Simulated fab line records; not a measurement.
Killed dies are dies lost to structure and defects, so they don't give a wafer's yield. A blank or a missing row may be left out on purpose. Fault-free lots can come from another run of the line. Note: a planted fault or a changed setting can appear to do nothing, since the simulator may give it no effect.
Problem report in the 8D (eight disciplines) form, filled by code | flow sky130 | the parts of the form that need people (team, actions taken, sign-off) are left out

## 1. PROBLEM STATEMENT
Wafers without a fault read 10.01 s, standard deviation 0.2; beamOnS at SKY_NWELL_IMPLANT_13 reads a mean of 11.38 s on 4 wafers belonging to 3 lots. Relative to the usual mean, that is a shift of +6.8 standard deviations.
The first sign was on wafer L574.1 at day 6 13:30, on implanter-02. Wafers with a number at this step in the record: 18, from 7 lots. The rule behind "out" and "out of limits": a value lying over 4 standard deviations away from the usual mean. Any other wafer with a number is counted as sound.

## 2. WHAT IT IS, WHAT IT ISN'T
question                    | is                             | is not
which readings at this step | beamOnS, faradayCurrentUA      | -
which lots                  | L574, L577, L580               | L567, L583, L584, L588
which wafers of those lots  | L574.1, L574.3, L577.3, L580.3 | L577.4, L580.4
read on which tools         | implanter-02                   | implanter-03, implanter-04
when                        | from day 6 13:30               | up to then (3 sound wafers); but 11 sound wafers of L577, L580, L583, L584, L588 came after

## 3. WHAT RULES OUT EACH SUSPECT
Counting: a tool at a process step up to the reading stays a suspect if it ran every lot that is out. Sound lots after the first of them don't rule it out here, since some wafers of a struck lot are sound.
- implanter-02 at SKY_NWELL_IMPLANT_13: kept. It ran every lot that is out, first L574 (day 6 13:30). Out on those wafers are its own readings of beamOnS, faradayCurrentUA.
Remaining after the count: implanter-02 at SKY_NWELL_IMPLANT_13.

## 4. THE CAUSE (what the simulator had put in)
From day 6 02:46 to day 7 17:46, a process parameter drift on implanter-02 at SKY_NWELL_IMPLANT_13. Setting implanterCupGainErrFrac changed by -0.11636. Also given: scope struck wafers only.
This tool alone remained once counting was done.

## 5. SEQUENCE OF EFFECTS, ordered by route
Each row: a reading whose mean over the struck wafers that have a number lies more than 3 standard deviations from the usual. Readings are gone through only where the record gives a usual standard deviation; hours: the median, over the lots, of the time from a lot's start at the first step in this table giving one to that lot's start at this step; sigmas: the change measured in usual standard deviations.
hours | step                 | reading          | usual   | on struck wafers | change | sigmas
0     | SKY_NWELL_IMPLANT_13 | beamOnS          | 10.01 s | 11.38            | +1.37  | +6.8
0     | SKY_NWELL_IMPLANT_13 | faradayCurrentUA | 3.95    | 3.47             | -0.48  | -6.1
Its process steps:
- SKY_NWELL_IMPLANT_13

## 6. WHAT WOULD HAVE CAUGHT IT SOONER
11 hours passed between the start of the fault at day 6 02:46 and the first reading out of limits in this record, taken at day 6 13:30.
